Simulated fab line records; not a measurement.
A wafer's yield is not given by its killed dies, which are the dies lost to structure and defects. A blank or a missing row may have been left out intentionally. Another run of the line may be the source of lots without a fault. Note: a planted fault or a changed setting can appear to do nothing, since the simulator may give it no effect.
Chamber matching + flow gf180mcu + 3 sister chambers for GF_V4_CVD_00 on hdpcvd-02
The step deposits SiO2, target thk 600 nm, time 100 s. 15 wafers are shown with their chamber, then 7 later ones without.

WAFERS, EACH WITH ITS CHAMBER
| wafer  | chamber | sih4FlowSccm (sccm) |
|--------|---------|---------------------|
| L519.1 | 2       | 59.93               |
| L519.5 | 2       | 59.83               |
| L519.6 | 0       | 59.94               |
| L520.1 | 0       | 60.21               |
| L520.2 | 1       | 60.30               |
| L520.4 | 2       | 60.21               |
| L521.2 | 0       | 60.07               |
| L521.4 | 2       | 60.07               |
| L521.5 | 0       | 60.34               |
| L522.1 | 2       | 59.94               |
| L522.4 | 2       | 60.05               |
| L522.5 | 0       | 60.09               |
| L526.2 | 2       | 60.52               |
| L526.3 | 1       | 60.06               |
| L526.5 | 2       | 60.42               |

SIGNATURES (means of the wafers above)
| reading      | chamber 0 | chamber 1 | chamber 2 | scatter within a chamber |
|--------------|-----------|-----------|-----------|--------------------------|
| sih4FlowSccm | 60.1300   | 60.1800   | 60.1213   | 0.212                    |
Rule: for a wafer and a chamber, the distance is found by dividing, reading by reading, the gap between the wafer's reading and the chamber's mean by the reading's scatter, squaring, summing and taking the root. If the next closest chamber is less than 2 further off than the closest, the wafer can't be placed; otherwise it belongs to the closest. The scatter is the square root of a quotient: the sum, over the shown wafers, of each reading's squared deviation from its chamber's mean, divided by wafers minus chambers.

WAFERS WITH NO CHAMBER GIVEN
| wafer  | sih4FlowSccm (sccm) |
|--------|---------------------|
| L530.1 | 59.95               |
| L530.3 | 60.19               |
| L530.6 | 59.97               |
| L531.5 | 59.98               |
| L531.6 | 60.14               |
| L532.3 | 60.38               |
| L532.5 | 59.87               |

WHICH CHAMBER EACH ONE RAN IN
| wafer  | from the rows above          | in truth |
|--------|------------------------------|----------|
| L530.1 | can't be placed: 2 or 0 or 1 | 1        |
| L530.3 | can't be placed: 1 or 0 or 2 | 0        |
| L530.6 | can't be placed: 2 or 0 or 1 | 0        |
| L531.5 | can't be placed: 2 or 0 or 1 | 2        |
| L531.6 | can't be placed: 0 or 2 or 1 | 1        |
| L532.3 | can't be placed: 1 or 0 or 2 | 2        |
| L532.5 | can't be placed: 2 or 0 or 1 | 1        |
0 of 7 placed correctly. From these rows, 7 cannot be placed; in 7 the true chamber is one of the candidates. 0 placed wrongly.
